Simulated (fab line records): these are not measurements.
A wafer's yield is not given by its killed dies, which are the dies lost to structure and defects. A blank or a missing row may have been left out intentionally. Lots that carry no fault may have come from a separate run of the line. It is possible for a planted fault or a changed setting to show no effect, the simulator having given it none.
Chamber matching ; flow gf180mcu ; pecvd-03 running GF_PASSIVATION_CVD_02: 3 sister chambers
The step deposits Si3N4, target thk 700 nm, time 486.18 s. 6 wafers are shown with their chamber, then 7 later ones without.

== EACH WAFER AND ITS CHAMBER ==
wafer;chamber;heater-power-w (W);susceptor-temp-C (C)
L165.4;2;539;399.87
L169.1;2;494;400.18
L171.1;0;844;400.12
L171.5;0;691;399.73
L173.1;1;898;399.71
L173.5;1;747;399.74

== WAFERS WITH NO CHAMBER GIVEN ==
wafer;heater-power-w (W);susceptor-temp-C (C)
L173.6;792;400.17
L175.1;805;399.97
L175.3;842;400.01
L175.6;691;400.14
L178.1;747;399.79
L178.3;812;400.10
L178.5;856;400.18

== CHAMBER TAKEN BY EACH ==
wafer;from the rows above;in truth
L173.6;can't be placed: 0 or 1 or 2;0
L175.1;can't be placed: 0 or 1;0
L175.3;can't be placed: 0 or 1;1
L175.6;can't be placed: 0 or 2 or 1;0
L178.1;can't be placed: 0 or 1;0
L178.3;can't be placed: 0 or 1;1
L178.5;can't be placed: 0 or 1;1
Placed correctly: 0 of 7. Not placeable from these rows: 7 (in 7, the candidates include the true chamber). Placed wrongly: 0.
How it was worked out, from the rows above alone: a wafer's distance from a chamber is the root of the sum, over the readings, of the square of ((its reading less the chamber's mean) divided by the reading's scatter). If the next closest chamber is less than 2 further off than the closest, the wafer can't be placed; otherwise it belongs to the closest. Each chamber's mean is taken over the wafers shown for it. How the scatter is found: for the shown wafers, subtract from each reading the mean of its chamber, square and add these, divide the total by (wafers less chambers), then take the root.
